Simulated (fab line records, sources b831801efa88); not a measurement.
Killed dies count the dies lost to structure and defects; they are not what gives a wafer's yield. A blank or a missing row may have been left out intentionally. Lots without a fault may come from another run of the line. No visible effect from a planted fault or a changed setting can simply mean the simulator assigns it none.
fab line records + flow sky130
[record]
- lots = 14
- wafers = 42
- last_day = 50
route steps=708 shown FIELD_ISO@14 NWELL@79 VT_ADJUST_HVTR@140 SONOS_ONO@181 PAD_OPEN@708
lots that met no fault: from a run of the same line without faults
start_h: the number of hours between the record's first day and the start of the first shown wafer of the lot + wait_h: hours elapsed since this lot's preceding step + " identical to the entry in the row above + L1.1+2: one row covering several wafers at once + - no value, or no start was given + * or withheld: withheld + < > ~ a bound
route shown NAME@n: names a module that has steps shown in the file, with the first one's number in the route + usual: mean/standard deviation taken from wafers without a fault + same: alike in all rows + chamber/n: place in a boat + sites: per-site readings + _std_site: standard deviation across them + _edge_site: outer sites' mean less inner sites' + radius_mm: how far each site lies from the wafer's centre + mask NAME#n: copy n + behind: tool/chamber where the wafer was last shaped + hold: cause of the lot's hold/its duration in hours/its outcome + device: the n, p or np transistor that did not switch + end of line: the tests these same wafers got at the end of their route + step lacking rows: just its recipe + killed: at the first sort, the dies lost to defects and structure; wafer yield is something else + map: a wafer's dies, x killed, . not, _ none there
set.NAME: the setting that was run; set.NAME@STEP: the one run at that earlier step + model.NAME: the simulator's own value behind a step, which no gauge read
route steps across a sampled set of lots; one table per step, one row per wafer
services: a tool's chamber out of use, with start hour (start_h, from the record's first day; less than 0 if before it), hours out, and reason
[[steps]]
[step SKY_FIELD_ISO_CD_MEAS_13]
[recipe]
- target_cd_nm = 150
[usual]
- cd_nm = 149.9/1.6
| lot.wafer | tool      | chamber | start_h | wait_h | cd_nm |
|-----------|-----------|---------|---------|--------|-------|
| L338.2    | cd_sem-02 | -       | 28.88   | -      | 148.4 |
| L338.4    | "         | -       | "       | "      | 148.9 |
| L338.6    | "         | -       | "       | "      | 149.7 |
| L339.1    | cd_sem-01 | -       | 34.19   | -      | 146.2 |
| L339.2    | "         | -       | "       | "      | 144.8 |
| L339.5    | "         | -       | "       | "      | 145.1 |
| L340.3    | cd_sem-02 | -       | 41.88   | -      | 148.3 |
| L340.4    | "         | -       | "       | "      | 148.7 |
| L340.6    | "         | -       | "       | "      | 148.8 |
| L341.2    | cd_sem-02 | -       | 44.14   | -      | 150.2 |
| L341.3    | "         | -       | "       | "      | 151.0 |
| L341.6    | "         | -       | "       | "      | 151.2 |
| L342.1    | cd_sem-01 | -       | 49.72   | -      | 149.0 |
| L342.5    | "         | -       | "       | "      | 149.9 |
| L342.6    | "         | -       | "       | "      | 149.1 |
| L343.1    | cd_sem-02 | -       | 55.17   | -      | 149.5 |
| L343.2    | "         | -       | "       | "      | 150.8 |
| L343.3    | "         | -       | "       | "      | 150.4 |
| L344.3    | cd_sem-01 | -       | 61.25   | -      | 152.4 |
| L344.4    | "         | -       | "       | "      | 151.3 |
| L344.5    | "         | -       | "       | "      | 152.7 |
| L348.1    | cd_sem-02 | -       | 80.04   | -      | 151.6 |
| L348.2    | "         | -       | "       | "      | 152.9 |
| L348.5    | "         | -       | "       | "      | 153.0 |
| L350.2    | cd_sem-01 | -       | 92.11   | -      | 151.4 |
| L350.5    | "         | -       | "       | "      | 149.3 |
| L350.6    | "         | -       | "       | "      | 149.2 |
| L353.4    | cd_sem-01 | -       | 110.57  | -      | 150.7 |
| L353.5    | "         | -       | "       | "      | 150.5 |
| L353.6    | "         | -       | "       | "      | 151.2 |
| L354.1    | cd_sem-02 | -       | 112.76  | -      | 148.9 |
| L354.3    | "         | -       | "       | "      | 148.0 |
| L354.4    | "         | -       | "       | "      | 148.0 |
| L355.1    | cd_sem-01 | -       | 119.61  | -      | 148.6 |
| L355.5    | "         | -       | "       | "      | 148.4 |
| L355.6    | "         | -       | "       | "      | 147.9 |
| L358.2    | cd_sem-01 | -       | 132.09  | -      | 150.9 |
| L358.4    | "         | -       | "       | "      | 150.0 |
| L358.6    | "         | -       | "       | "      | 150.6 |
| L360.2    | cd_sem-02 | -       | 144.04  | -      | 149.5 |
| L360.4    | "         | -       | "       | "      | 149.2 |
| L360.5    | "         | -       | "       | "      | 150.7 |
[step SKY_NWELL_TW_MEAS_26]
[usual]
- NWELL_2_TW = 496/6.1
| lot.wafer | tool          | chamber | start_h | wait_h | NWELL_2_TW |
|-----------|---------------|---------|---------|--------|------------|
| L338.2    | film_metro-01 | -       | 102.71  | 0.1    | 487        |
| L338.4    | "             | -       | "       | "      | 491        |
| L338.6    | "             | -       | "       | "      | 490        |
| L339.1    | film_metro-02 | -       | 109.81  | 0.1    | 500        |
| L339.2    | "             | -       | "       | "      | 502        |
| L339.5    | "             | -       | "       | "      | 500        |
| L340.3    | film_metro-03 | -       | 116.52  | 0.1    | 505        |
| L340.4    | "             | -       | "       | "      | 506        |
| L340.6    | "             | -       | "       | "      | 507        |
| L341.2    | film_metro-02 | -       | 121.07  | 0.1    | 498        |
| L341.3    | "             | -       | "       | "      | 500        |
| L341.6    | "             | -       | "       | "      | 504        |
| L342.1    | film_metro-02 | -       | 127.57  | 0.1    | 503        |
| L342.5    | "             | -       | "       | "      | 500        |
| L342.6    | "             | -       | "       | "      | 500        |
| L343.1    | film_metro-01 | -       | 131.85  | 0.1    | 485        |
| L343.2    | "             | -       | "       | "      | 485        |
| L343.3    | "             | -       | "       | "      | 487        |
| L344.3    | film_metro-03 | -       | 142.18  | 0.1    | 506        |
| L344.4    | "             | -       | "       | "      | 503        |
| L344.5    | "             | -       | "       | "      | 503        |
| L348.1    | film_metro-03 | -       | 169.21  | 0.1    | 501        |
| L348.2    | "             | -       | "       | "      | 502        |
| L348.5    | "             | -       | "       | "      | 506        |
| L350.2    | film_metro-03 | -       | 189.76  | 0.1    | 506        |
| L350.5    | "             | -       | "       | "      | 505        |
| L350.6    | "             | -       | "       | "      | 504        |
| L353.4    | film_metro-01 | -       | 195.84  | 0.1    | 487        |
| L353.5    | "             | -       | "       | "      | 489        |
| L353.6    | "             | -       | "       | "      | 489        |
| L354.1    | film_metro-01 | -       | 202.02  | 0.1    | 489        |
| L354.3    | "             | -       | "       | "      | 487        |
| L354.4    | "             | -       | "       | "      | 489        |
| L355.1    | film_metro-03 | -       | 210.41  | 0.1    | 502        |
| L355.5    | "             | -       | "       | "      | 499        |
| L355.6    | "             | -       | "       | "      | 503        |
| L358.2    | film_metro-02 | -       | 224.02  | 0.1    | 499        |
| L358.4    | "             | -       | "       | "      | 503        |
| L358.6    | "             | -       | "       | "      | 502        |
| L360.2    | film_metro-02 | -       | 236.63  | 0.1    | 498        |
| L360.4    | "             | -       | "       | "      | 499        |
| L360.5    | "             | -       | "       | "      | 498        |
[step SKY_VT_ADJUST_HVTR_IMPLANT_09]
[recipe]
- species = B
- energy_kev = 10
- dose_cm2 = 2.1e+12
- tilt_deg = withheld
[usual]
- dose_ions_cm2 = 2.1006e+12/2.2e+09
- end_station_pressure_torr = 5.04e-06/2.5e-07
| lot.wafer | tool         | chamber | start_h | wait_h | dose_ions_cm2 | end_station_pressure_torr |
|-----------|--------------|---------|---------|--------|---------------|---------------------------|
| L338.2    | implanter-03 | 0       | 202.22  | 0.0    | 2.1021e+12    | 4.94e-06                  |
| L338.4    | "            | 0       | "       | "      | 2.0995e+12    | 5.07e-06                  |
| L338.6    | "            | 0       | "       | "      | 2.1043e+12    | 4.66e-06                  |
| L339.1    | implanter-02 | 0       | 210.58  | 0.0    | 2.1005e+12    | 5.43e-06                  |
| L339.2    | "            | 0       | "       | "      | 2.1002e+12    | 5.08e-06                  |
| L339.5    | "            | 0       | "       | "      | 2.0996e+12    | 5.13e-06                  |
| L340.3    | implanter-02 | 0       | 220.97  | 0.1    | 2.1e+12       | 5.04e-06                  |
| L340.4    | "            | 0       | "       | "      | 2.0987e+12    | 5.41e-06                  |
| L340.6    | "            | 0       | "       | "      | 2.1013e+12    | 4.92e-06                  |
| L341.2    | implanter-02 | 0       | 225.37  | 0.0    | 2.0989e+12    | 4.74e-06                  |
| L341.3    | "            | 0       | "       | "      | 2.0975e+12    | 5.04e-06                  |
| L341.6    | "            | 0       | "       | "      | 2.0978e+12    | 4.86e-06                  |
| L342.1    | implanter-03 | 0       | 232.14  | 0.0    | 2.1021e+12    | 5.35e-06                  |
| L342.5    | "            | 0       | "       | "      | 2.1003e+12    | 5.28e-06                  |
| L342.6    | "            | 0       | "       | "      | 2.1029e+12    | 4.74e-06                  |
| L343.1    | implanter-02 | 0       | 238.39  | 0.0    | 2.0971e+12    | 5.21e-06                  |
| L343.2    | "            | 0       | "       | "      | 2.0967e+12    | 4.79e-06                  |
| L343.3    | "            | 0       | "       | "      | 2.1003e+12    | 5.05e-06                  |
| L344.3    | implanter-02 | 0       | 251.09  | 0.1    | 2.0996e+12    | 5.44e-06                  |
| L344.4    | "            | 0       | "       | "      | 2.1001e+12    | 5.22e-06                  |
| L344.5    | "            | 0       | "       | "      | 2.0983e+12    | 5.01e-06                  |
| L348.1    | implanter-04 | 0       | 282.78  | 0.0    | 2.0973e+12    | 4.62e-06                  |
| L348.2    | "            | 0       | "       | "      | 2.0972e+12    | 5.18e-06                  |
| L348.5    | "            | 0       | "       | "      | 2.1013e+12    | 4.77e-06                  |
| L350.2    | implanter-02 | 0       | 306.12  | 0.0    | 2.0668e+12    | 5.17e-06                  |
| L350.5    | "            | 0       | "       | "      | 2.0705e+12    | 4.95e-06                  |
| L350.6    | "            | 0       | "       | "      | 2.074e+12     | 5e-06                     |
| L353.4    | implanter-02 | 0       | 315.77  | 0.1    | 2.0688e+12    | 4.93e-06                  |
| L353.5    | "            | 0       | "       | "      | 2.0707e+12    | 5.05e-06                  |
| L353.6    | "            | 0       | "       | "      | 2.0694e+12    | 4.86e-06                  |
| L354.1    | implanter-04 | 0       | 323.12  | 0.0    | 2.101e+12     | 4.86e-06                  |
| L354.3    | "            | 0       | "       | "      | 2.0997e+12    | 5.26e-06                  |
| L354.4    | "            | 0       | "       | "      | 2.1027e+12    | 5.33e-06                  |
| L355.1    | implanter-04 | 0       | 332.47  | 0.0    | 2.1004e+12    | 5.03e-06                  |
| L355.5    | "            | 0       | "       | "      | 2.0999e+12    | 4.99e-06                  |
| L355.6    | "            | 0       | "       | "      | 2.1041e+12    | 5.25e-06                  |
| L358.2    | implanter-03 | 0       | 349.45  | 0.0    | 2.1007e+12    | 5.16e-06                  |
| L358.4    | "            | 0       | "       | "      | 2.1005e+12    | 5.1e-06                   |
| L358.6    | "            | 0       | "       | "      | 2.1007e+12    | 5.23e-06                  |
| L360.2    | implanter-04 | 0       | 365.00  | 0.0    | 2.0984e+12    | 5.18e-06                  |
| L360.4    | "            | 0       | "       | "      | 2.1004e+12    | 5.04e-06                  |
| L360.5    | "            | 0       | "       | "      | 2.0982e+12    | 5.01e-06                  |
[step SKY_SONOS_ONO_CD_MEAS_13]
[recipe]
- target_cd_nm = 410
[usual]
- cd_nm = 410.8/2.3
| lot.wafer | tool      | chamber | start_h | wait_h | cd_nm |
|-----------|-----------|---------|---------|--------|-------|
| L338.2    | cd_sem-02 | -       | 278.31  | 0.1    | 411.1 |
| L338.4    | "         | -       | "       | "      | 413.0 |
| L338.6    | "         | -       | "       | "      | 409.2 |
| L339.1    | cd_sem-01 | -       | 286.16  | 0.1    | 409.4 |
| L339.2    | "         | -       | "       | "      | 409.9 |
| L339.5    | "         | -       | "       | "      | 408.6 |
| L340.3    | cd_sem-02 | -       | 301.10  | 0.1    | 415.9 |
| L340.4    | "         | -       | "       | "      | 413.3 |
| L340.6    | "         | -       | "       | "      | 414.5 |
| L341.2    | cd_sem-02 | -       | 307.86  | 0.1    | 411.2 |
| L341.3    | "         | -       | "       | "      | 408.6 |
| L341.6    | "         | -       | "       | "      | 408.9 |
| L342.1    | cd_sem-02 | -       | 309.76  | 0.1    | 411.7 |
| L342.5    | "         | -       | "       | "      | 410.1 |
| L342.6    | "         | -       | "       | "      | 413.4 |
| L343.1    | cd_sem-01 | -       | 318.36  | 0.1    | 409.4 |
| L343.2    | "         | -       | "       | "      | 410.8 |
| L343.3    | "         | -       | "       | "      | 408.9 |
| L344.3    | cd_sem-01 | -       | 332.45  | 0.1    | 407.7 |
| L344.4    | "         | -       | "       | "      | 409.1 |
| L344.5    | "         | -       | "       | "      | 409.9 |
| L348.1    | cd_sem-01 | -       | 369.96  | 0.1    | 414.7 |
| L348.2    | "         | -       | "       | "      | 412.3 |
| L348.5    | "         | -       | "       | "      | 413.5 |
| L350.2    | cd_sem-01 | -       | 394.21  | 0.1    | 412.3 |
| L350.5    | "         | -       | "       | "      | 415.8 |
| L350.6    | "         | -       | "       | "      | 414.4 |
| L353.4    | cd_sem-02 | -       | 406.07  | 0.1    | 415.2 |
| L353.5    | "         | -       | "       | "      | 416.6 |
| L353.6    | "         | -       | "       | "      | 415.1 |
| L354.1    | cd_sem-02 | -       | 411.71  | 0.1    | 411.0 |
| L354.3    | "         | -       | "       | "      | 409.2 |
| L354.4    | "         | -       | "       | "      | 412.0 |
| L355.1    | cd_sem-02 | -       | 421.64  | 0.1    | 408.7 |
| L355.5    | "         | -       | "       | "      | 407.8 |
| L355.6    | "         | -       | "       | "      | 409.6 |
| L358.2    | cd_sem-02 | -       | 444.63  | 0.1    | 409.3 |
| L358.4    | "         | -       | "       | "      | 411.1 |
| L358.6    | "         | -       | "       | "      | 410.9 |
| L360.2    | cd_sem-01 | -       | 460.03  | 0.1    | 411.8 |
| L360.4    | "         | -       | "       | "      | 412.5 |
| L360.5    | "         | -       | "       | "      | 411.4 |
[step SKY_PAD_OPEN_PROBE_99]
[usual]
- killed_at_M0_to_M3 = 43/6.5
- killed_at_M4_up = 3/1.7
- killed_at_contacts = 25/5.1
- killed_at_front_end = 15/3.8
- killed_at_other = 0.2/0.45
- killed_dies = 86/8.8
- killed_open = 47/6.7
- killed_short = 39/6
[same]
- gross_dies = 492
- killed_at_back_side = 0
| lot.wafer | tool      | chamber | start_h | wait_h | killed_at_M0_to_M3 | killed_at_M4_up | killed_at_contacts | killed_at_front_end | killed_at_other | killed_dies | killed_open | killed_short |
|-----------|-----------|---------|---------|--------|--------------------|-----------------|--------------------|---------------------|-----------------|-------------|-------------|--------------|
| L340.3    | prober-02 | -       | 1088.46 | 0.2    | 57                 | 0               | 29                 | 15                  | 0               | 101         | 60          | 41           |
| L340.4    | prober-02 | -       | 1088.51 | 0.2    | 54                 | 2               | 23                 | 17                  | 0               | 96          | 56          | 40           |
| L340.6    | prober-02 | -       | 1088.61 | 0.2    | 52                 | 2               | 30                 | 12                  | 0               | 96          | 51          | 45           |
| L341.2    | prober-01 | -       | 1101.58 | 0.1    | 48                 | 1               | 18                 | 17                  | 0               | 84          | 43          | 41           |
| L341.3    | prober-01 | -       | 1101.63 | 0.2    | 51                 | 4               | 19                 | 13                  | 0               | 87          | 45          | 42           |
| L341.6    | prober-01 | -       | 1101.78 | 0.2    | 40                 | 3               | 32                 | 22                  | 0               | 97          | 56          | 41           |
| L342.1    | prober-02 | -       | 1102.87 | 0.1    | 45                 | 2               | 12                 | 13                  | 0               | 72          | 41          | 31           |
| L342.5    | prober-02 | -       | 1103.07 | 0.2    | 47                 | 4               | 29                 | 11                  | 0               | 91          | 50          | 41           |
| L342.6    | prober-02 | -       | 1103.12 | 0.2    | 48                 | 2               | 26                 | 11                  | 0               | 87          | 44          | 43           |
| L343.1    | prober-01 | -       | 1108.72 | 0.1    | 43                 | 0               | 22                 | 21                  | 0               | 86          | 51          | 35           |
| L343.2    | prober-01 | -       | 1108.77 | 0.1    | 57                 | 3               | 21                 | 14                  | 1               | 96          | 51          | 45           |
| L343.3    | prober-01 | -       | 1108.82 | 0.2    | 34                 | 3               | 32                 | 23                  | 0               | 92          | 47          | 45           |
| L350.2    | prober-01 | -       | 1160.89 | 0.1    | 40                 | 6               | 35                 | 8                   | 0               | 89          | 51          | 38           |
| L350.5    | prober-01 | -       | 1161.04 | 0.2    | 44                 | 2               | 19                 | 19                  | 0               | 84          | 46          | 38           |
| L350.6    | prober-01 | -       | 1161.09 | 0.2    | 50                 | 1               | 32                 | 12                  | 0               | 95          | 56          | 39           |
| L354.1    | prober-02 | -       | 1169.69 | 0.1    | 36                 | 1               | 30                 | 14                  | 0               | 81          | 46          | 35           |
| L354.3    | prober-02 | -       | 1169.79 | 0.2    | 39                 | 2               | 23                 | 21                  | 0               | 85          | 41          | 44           |
| L354.4    | prober-02 | -       | 1169.84 | 0.2    | 33                 | 5               | 26                 | 13                  | 0               | 77          | 46          | 31           |
| L355.1    | prober-02 | -       | 1182.03 | 0.1    | 45                 | 5               | 24                 | 13                  | 0               | 87          | 54          | 33           |
| L355.5    | prober-02 | -       | 1182.23 | 0.2    | 36                 | 4               | 23                 | 20                  | 0               | 83          | 44          | 39           |
| L355.6    | prober-02 | -       | 1182.28 | 0.2    | 47                 | 6               | 27                 | 14                  | 0               | 94          | 61          | 33           |
| L358.2    | prober-02 | -       | 1186.31 | 0.1    | 49                 | 7               | 24                 | 11                  | 1               | 92          | 56          | 36           |
| L358.4    | prober-02 | -       | 1186.41 | 0.2    | 49                 | 5               | 21                 | 14                  | 1               | 90          | 56          | 34           |
| L358.6    | prober-02 | -       | 1186.51 | 0.2    | 44                 | 4               | 28                 | 8                   | 0               | 84          | 38          | 46           |
// killed by level:class
L340.3 CONTACT:geometric_particle:open=15 VIA1:geometric_particle:open=13 VIA2:geometric_particle:open=8 METAL2:geometric_particle:short=7 VIA3:geometric_particle:open=6 FIELD_ISO:geometric_particle:short=5 LI_CONTACT:geometric_particle:open=5 METAL1:geometric_particle:short=5
L340.4 CONTACT:geometric_particle:open=14 VIA1:geometric_particle:open=13 VIA2:geometric_particle:open=9 VIA3:geometric_particle:open=9 FIELD_ISO:geometric_particle:short=6 METAL1:geometric_particle:short=5 VIA3:geometric_particle:short=5 FIELD_ISO:geometric_particle:open=4
L340.6 CONTACT:geometric_particle:open=13 VIA1:geometric_particle:open=12 VIA1:geometric_particle:short=8 METAL2:geometric_particle:short=7 CONTACT:geometric_particle:short=7 METAL1:geometric_particle:short=7 VIA3:geometric_particle:open=6 LOCAL_INTERCONNECT:geometric_particle:short=5
L341.2 VIA1:geometric_particle:open=13 METAL2:geometric_particle:short=10 LI_CONTACT:geometric_particle:open=7 VIA1:geometric_particle:short=6 VIA2:geometric_particle:open=6 POLY_GATE:geometric_particle:open=5 VIA3:geometric_particle:open=5 LOCAL_INTERCONNECT:geometric_particle:short=4
L341.3 VIA1:geometric_particle:open=14 METAL1:geometric_particle:short=9 CONTACT:geometric_particle:open=8 FIELD_ISO:geometric_particle:short=6 VIA2:geometric_particle:open=6 METAL2:geometric_particle:short=6 VIA3:geometric_particle:open=5 LOCAL_INTERCONNECT:geometric_particle:short=4
L341.6 VIA1:geometric_particle:open=12 LI_CONTACT:geometric_particle:open=9 CONTACT:geometric_particle:open=8 FIELD_ISO:geometric_particle:open=6 POLY_GATE:geometric_particle:short=6 LOCAL_INTERCONNECT:geometric_particle:short=6 VIA1:geometric_particle:short=5 POLY_GATE:geometric_particle:open=4
L342.1 VIA2:geometric_particle:open=11 VIA1:geometric_particle:open=9 FIELD_ISO:geometric_particle:open=6 CONTACT:geometric_particle:open=6 METAL1:geometric_particle:short=6 POLY_GATE:geometric_particle:short=5 VIA3:geometric_particle:open=4 CONTACT:geometric_particle:short=4
L342.5 VIA1:geometric_particle:open=14 CONTACT:geometric_particle:open=10 LI_CONTACT:geometric_particle:open=9 METAL2:geometric_particle:short=6 VIA2:geometric_particle:open=4 CONTACT:geometric_particle:short=4 VIA1:geometric_particle:short=4 VIA2:geometric_particle:short=4
L342.6 CONTACT:geometric_particle:open=12 VIA1:geometric_particle:open=11 METAL1:geometric_particle:short=7 VIA3:geometric_particle:short=7 VIA1:geometric_particle:short=6 LI_CONTACT:geometric_particle:open=4 CONTACT:geometric_particle:short=4 METAL3:geometric_particle:short=4
L343.1 VIA1:geometric_particle:open=14 VIA3:geometric_particle:open=8 LI_CONTACT:geometric_particle:open=7 CONTACT:geometric_particle:open=7 VIA1:geometric_particle:short=6 FIELD_ISO:geometric_particle:open=5 LI_CONTACT:geometric_particle:short=4 METAL1:geometric_particle:short=4
L343.2 VIA1:geometric_particle:open=14 METAL1:geometric_particle:short=8 VIA2:geometric_particle:open=7 POLY_GATE:geometric_particle:open=5 LI_CONTACT:geometric_particle:short=5 METAL1:geometric_particle:open=5 VIA1:geometric_particle:short=5 METAL2:geometric_particle:short=5
L343.3 CONTACT:geometric_particle:open=9 VIA1:geometric_particle:open=9 LI_CONTACT:geometric_particle:open=7 CONTACT:geometric_particle:short=7 LOCAL_INTERCONNECT:geometric_particle:short=6 VIA1:geometric_particle:short=5 VIA2:geometric_particle:open=5 FIELD_ISO:geometric_particle:short=4
L350.2 LI_CONTACT:geometric_particle:open=14 VIA1:geometric_particle:open=11 LOCAL_INTERCONNECT:geometric_particle:short=8 VIA2:geometric_particle:open=7 METAL2:geometric_particle:short=7 CONTACT:geometric_particle:short=6 VIA3:geometric_particle:open=6 CONTACT:geometric_particle:open=5
L350.5 VIA1:geometric_particle:open=14 CONTACT:geometric_particle:open=8 FIELD_ISO:geometric_particle:short=6 METAL2:geometric_particle:short=6 POLY_GATE:geometric_particle:open=5 VIA2:geometric_particle:short=4 CONTACT:geometric_particle:short=4 VIA2:geometric_particle:open=4
L350.6 VIA1:geometric_particle:open=12 CONTACT:geometric_particle:open=11 LI_CONTACT:geometric_particle:open=9 VIA3:geometric_particle:open=9 VIA1:geometric_particle:short=9 LOCAL_INTERCONNECT:geometric_particle:short=5 METAL1:geometric_particle:short=5 POLY_GATE:geometric_particle:open=4
L354.1 VIA1:geometric_particle:open=9 CONTACT:geometric_particle:open=8 VIA3:geometric_particle:open=7 LOCAL_INTERCONNECT:geometric_particle:short=7 LI_CONTACT:geometric_particle:open=6 METAL2:geometric_particle:short=6 POLY_GATE:geometric_particle:open=5 FIELD_ISO:geometric_particle:short=4
L354.3 CONTACT:geometric_particle:open=9 FIELD_ISO:geometric_particle:open=7 VIA3:geometric_particle:short=6 POLY_GATE:geometric_particle:short=5 METAL1:geometric_particle:short=5 VIA1:geometric_particle:open=5 VIA1:geometric_particle:short=5 VIA2:geometric_particle:open=5
L354.4 LI_CONTACT:geometric_particle:open=8 VIA3:geometric_particle:open=8 VIA1:geometric_particle:open=7 POLY_GATE:geometric_particle:open=5 CONTACT:geometric_particle:short=5 CONTACT:geometric_particle:open=5 METAL2:geometric_particle:short=4 LOCAL_INTERCONNECT:geometric_particle:short=4
L355.1 VIA1:geometric_particle:open=13 LI_CONTACT:geometric_particle:open=9 CONTACT:geometric_particle:open=8 VIA3:geometric_particle:open=6 POLY_GATE:geometric_particle:short=5 VIA2:geometric_particle:open=5 LI_CONTACT:geometric_particle:short=4 METAL1:geometric_particle:short=4
L355.5 CONTACT:geometric_particle:open=8 LI_CONTACT:geometric_particle:open=8 METAL1:geometric_particle:short=8 FIELD_ISO:geometric_particle:open=6 POLY_GATE:geometric_particle:open=5 LOCAL_INTERCONNECT:geometric_particle:short=5 VIA3:geometric_particle:open=5 VIA1:geometric_particle:open=5
L355.6 CONTACT:geometric_particle:open=15 VIA3:geometric_particle:open=12 VIA1:geometric_particle:open=10 METAL2:geometric_particle:short=7 LI_CONTACT:geometric_particle:open=6 METAL4:geometric_particle:short=6 FIELD_ISO:geometric_particle:open=5 VIA2:geometric_particle:open=5
L358.2 VIA1:geometric_particle:open=18 CONTACT:geometric_particle:open=10 LI_CONTACT:geometric_particle:open=6 METAL4:geometric_particle:short=6 LI_CONTACT:geometric_particle:short=5 VIA2:geometric_particle:open=5 VIA2:geometric_particle:short=5 VIA3:geometric_particle:open=4
L358.4 VIA1:geometric_particle:open=16 CONTACT:geometric_particle:open=9 POLY_GATE:geometric_particle:open=7 METAL2:geometric_particle:short=6 METAL1:geometric_particle:short=6 LI_CONTACT:geometric_particle:open=6 VIA2:geometric_particle:open=6 VIA3:geometric_particle:open=6
L358.6 VIA1:geometric_particle:open=11 CONTACT:geometric_particle:open=9 VIA2:geometric_particle:open=7 CONTACT:geometric_particle:short=7 VIA1:geometric_particle:short=7 LOCAL_INTERCONNECT:geometric_particle:short=5 METAL1:geometric_particle:short=5 LI_CONTACT:geometric_particle:short=4
[[services]]
| tool         | chamber | start_h | hours | kind   |
|--------------|---------|---------|-------|--------|
| implanter-02 | -       | 200.20  | 6.6   | repair |
| implanter-02 | -       | 219.07  | 1.1   | repair |
| implanter-02 | -       | 232.06  | 0.7   | repair |
| implanter-02 | -       | 281.35  | 2.6   | repair |
| implanter-02 | -       | 281.56  | 1.5   | repair |
| implanter-03 | -       | 295.91  | 2.9   | pm     |
| implanter-03 | -       | 308.16  | 2.2   | repair |
| implanter-04 | -       | 308.47  | 5.9   | repair |
| implanter-02 | -       | 311.17  | 1.3   | repair |
| implanter-04 | -       | 314.34  | 3.2   | pm     |
| implanter-02 | -       | 353.10  | 2.1   | repair |
[[key]]
[first_sign]
- step = SKY_VT_ADJUST_HVTR_IMPLANT_09
- reading = dose_ions_cm2
- direction = down
- sigmas = 14
- usual = *
- struck = *
effect none on later readings
met_at SKY_VT_ADJUST_HVTR_IMPLANT_09
struck_lots L350,L353
tester_left_out L350,L353
not_acting_at SKY_FIELD_ISO_CD_MEAS_13,SKY_NWELL_TW_MEAS_26,SKY_SONOS_ONO_CD_MEAS_13
onset_between 251.09 306.12
[fault]
- kind = process_parameter_drift
- tool = implanter-02
- chamber = -
- onset_h = 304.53
- steps = SKY_VT_ADJUST_HVTR_IMPLANT_09
- channel = dose_cm2
- offset = *
- shape = step
- end_h = 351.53
- acts_in = *
- stated = *
// tester_left_out: of these lots the tester's yield and bins aren't shown, on N5 and GAA mostly nor the transistor test; their killed dies are dies lost to structure and defects alone, not to doping, threshold or leakage, so they don't give the yield
